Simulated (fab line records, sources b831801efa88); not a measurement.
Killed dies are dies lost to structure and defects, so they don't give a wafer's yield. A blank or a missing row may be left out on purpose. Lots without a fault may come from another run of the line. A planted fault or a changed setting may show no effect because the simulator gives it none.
Chamber matching | flow gf180mcu | GF_STI_ETCH_13 on rie_diel-03: 4 sister chambers
The step etches the open film in CHF3/O2, stops on Si, target depth 282.31 nm, time 112.9 s. 4 wafers are shown with their chamber, then 7 later ones without.

WAFERS WITH THEIR CHAMBER
wafer  | chamber | drypump_motor_current_A (A)
L918.5 | 3       | 5.7
L922.6 | 1       | 6.0
L926.1 | 0       | 6.0
L926.2 | 2       | 5.2

WAFERS WITHOUT THEIR CHAMBER
wafer  | drypump_motor_current_A (A)
L926.3 | 5.7
L927.2 | 6.1
L927.3 | 5.7
L927.5 | 6.0
L931.1 | 5.2
L931.3 | 5.7
L931.6 | 5.2

WHICH CHAMBER EACH WENT THROUGH
wafer  | from the rows above     | in truth
L926.3 | 3                       | 3
L927.2 | can't be placed: 0 or 1 | 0
L927.3 | 3                       | 3
L927.5 | can't be placed: 0 or 1 | 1
L931.1 | 2                       | 2
L931.3 | 3                       | 3
L931.6 | 2                       | 2
Placed correctly: 5 of 7. Can't be placed from these rows: 2 (the true chamber is among the candidates in 2). Placed wrongly: 0.
How it was worked out, from the rows above alone: a wafer's distance from a chamber is the root of the sum, over the readings, of the square of ((its reading less the chamber's mean) divided by the reading's scatter). The wafer belongs to the nearest chamber; if the next one is less than 2 further off, it can't be placed. A chamber's mean is the mean of its shown wafers. The scatter: with one shown wafer a chamber, the root of the mean of the squares of how far each hidden wafer lies from its nearest shown one.
